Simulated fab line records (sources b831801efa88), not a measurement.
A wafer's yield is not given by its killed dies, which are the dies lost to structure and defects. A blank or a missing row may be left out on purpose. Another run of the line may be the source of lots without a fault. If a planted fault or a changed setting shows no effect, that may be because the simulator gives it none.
A struck lot beside a sound one :: flow gf180mcu :: 30 steps out of a route of 602
Sound: the wafers L623.2, L623.3, L623.4. Struck: wafers L618.2, L618.3. (L618.6 of the same lot was not struck and is left out.) The cause comes at the end.
At each step with rows: each side's tool, then ch and its chambers, then its first start. Under that, the readings that differ: sound wafers :: struck wafers :: difference of the means :: sigmas: that difference in standard deviations of wafers without a fault.
alike: same words and numbers on both sides, and readings whose means sit less than 2 such deviations apart. not compared: any withheld reading, any reading some wafer has no value for, any bound like >300 that may hide the same value, and any number with overlapping values for which the record gives no deviation.
A row with sigmas, a row that says differs or no value, or rows on one side alone: a step with any of these is where the two part. Numbers that have no deviation but don't overlap get no sigmas and don't part them. A reading that every wafer of one side lacks parts them only if that side has two wafers or more.

first, 3 steps without rows for these wafers: GF_PSD_EXPOSE_04 (exposes mask Pplus, target cd 400 nm); GF_PSD_PEB_05; GF_PSD_DEVELOP_06 (develop time 60 s).
GF_PSD_CD_MEAS_07 targets a cd of 400 nm.
  sound on cd_sem-01 at day 19 12:55; struck on cd_sem-01 at day 17 19:10
  alike: cd_nm
GF_PSD_OVL_MEAS_08:
  sound on overlay-01 at day 19 13:02; struck on overlay-02 at day 17 19:16
  alike: PSD_OVL
then, 1 step without rows for these wafers: GF_PSD_IMPLANT_09.
GF_PSD_STRIP_10: strips in O2/N2.
  sound on plasma_asher-02 ch 0,1, day 19 13:13; struck on plasma_asher-03 ch 0,1, day 17 19:26
  alike: chamber_pressure_mTorr, drypump_motor_current_A, heater_power_w, o2_flow_sccm, oes_product_au, strip_time_to_endpoint_s
  not compared: rf_hours_counter_h
GF_PSD_TW_MEAS_11:
  sound on film_metro-03 at day 19 13:19; struck on film_metro-04 at day 17 19:33
reading: PSD_TW
sound: 3130 3136 3130
struck: 3233 3232
difference: +100
sigmas: +3
then, 1 step without rows for these wafers: GF_PSD_CLEAN_12 (cleans in SC1/SC2, time 150 s).
GF_PSD_RTA_13: time 20 s.
  sound on rtp_anneal-02 ch 0, day 19 13:26; struck on rtp_anneal-02 ch 0, day 17 19:40
  alike: anneal_temp_c_max, lamp_power_pct, wafer_temp_C_max
GF_PSD_RS_MEAS_14: the measuring method here is four-point-probe.
  sound on film_metro-03 at day 19 13:31; struck on film_metro-03 at day 17 19:46
  alike: NSD_RS
GF_PSD_RS_MEAS_15: the measuring method here is four-point-probe.
  sound on film_metro-03 at day 19 13:38; struck on film_metro-03 at day 17 19:53
  alike: PSD_RS
GF_SAB_CVD_00: deposits SiO2 from TEOS, target thk 50 nm, time 4.9302 s.
  sound on pecvd-03 ch 1,2, day 19 13:44; struck on pecvd-02 ch 0,1, day 17 19:59
reading: model.SiO2_of_SAB_CVD_00.thk_nm (nm)
sound: 49.63 49.54 49.52
struck: 68.91 67.97
difference: +18.88
sigmas: 
  alike: heater_power_w
GF_SAB_THK_MEAS_01:
  sound on film_metro-02 at day 19 13:46; struck on film_metro-04 at day 17 20:01
reading: SAB_CVD_00_THK (nm)
sound: 49.6 49.6 49.5
struck: 68.9 68.0
difference: +18.9
sigmas: +30
then, 7 steps without rows for these wafers: GF_SAB_DEHYDRATE_02 (time 60 s); GF_SAB_HMDS_03 (prime time 60 s); GF_SAB_COAT_04 (resist thk 1000 nm); GF_SAB_SOFTBAKE_05 (time 60 s); GF_SAB_EXPOSE_06 (exposes mask SAB, target cd 420 nm); GF_SAB_PEB_07; GF_SAB_DEVELOP_08 (develop time 60 s).
GF_SAB_CD_MEAS_09 targets a cd of 420 nm.
  sound on cd_sem-02 at day 20 13:55; struck on cd_sem-01 at day 18 19:52
  alike: cd_nm
GF_SAB_OVL_MEAS_10:
  sound on overlay-01 at day 20 14:01; struck on overlay-01 at day 18 19:59
  alike: SAB_OVL
GF_SAB_ETCH_11: etches SiO2 in C4F8/O2/Ar, target depth 55 nm, time 8.5 s.
  sound on rie_diel-01 ch 0,1,3, day 20 14:02; struck on rie_diel-02 ch 0,1, day 18 20:01
  alike: chamber_pressure_mTorr, oes_product_au
  not compared: rf_hours_counter_h
then, 1 step without rows for these wafers: GF_SAB_WET_ETCH_12 (etches SiO2 in dHF, target depth 22 nm, time 440 s).
GF_SAB_STRIP_13: strips in O2/N2.
  sound on plasma_asher-02 ch 0,1, day 20 14:21; struck on plasma_asher-01 ch 1, day 18 20:10
  alike: chamber_pressure_mTorr, drypump_motor_current_A, heater_power_w, o2_flow_sccm, oes_product_au, strip_time_to_endpoint_s
  not compared: rf_hours_counter_h
then, 1 step without rows for these wafers: GF_SALICIDE_CLEAN_00 (cleans in SC1/SC2, time 150 s).
GF_SALICIDE_WET_ETCH_01: etches SiO2 in dHF, target depth 5 nm, time 100 s.
  sound on wet_bench-02 ch 2, day 20 14:30; struck on wet_bench-02 ch 3, day 18 20:19
reading: model.SiO2_of_SAB_CVD_00.thk_nm (nm)
sound: 38.96 38.95 38.84
struck: 58.19 57.26
difference: +18.81
sigmas: 
GF_SALICIDE_SPUTTER_02: material Co, target thk 10 nm, time 20 s.
  sound on pvd_sputter-04 at day 20 14:32; struck on pvd_sputter-02 at day 18 20:22
  alike: throttle_valve_pct
GF_PASSIVATION_PROBE_99:
  sound wafers here have rows in the record (prober-01, day 33 06:55); struck ones have none

## WHERE THEY PART
Last at GF_PASSIVATION_PROBE_99 as far as this record goes, first at GF_PSD_TW_MEAS_11.

WHY: the cause the simulator had injected
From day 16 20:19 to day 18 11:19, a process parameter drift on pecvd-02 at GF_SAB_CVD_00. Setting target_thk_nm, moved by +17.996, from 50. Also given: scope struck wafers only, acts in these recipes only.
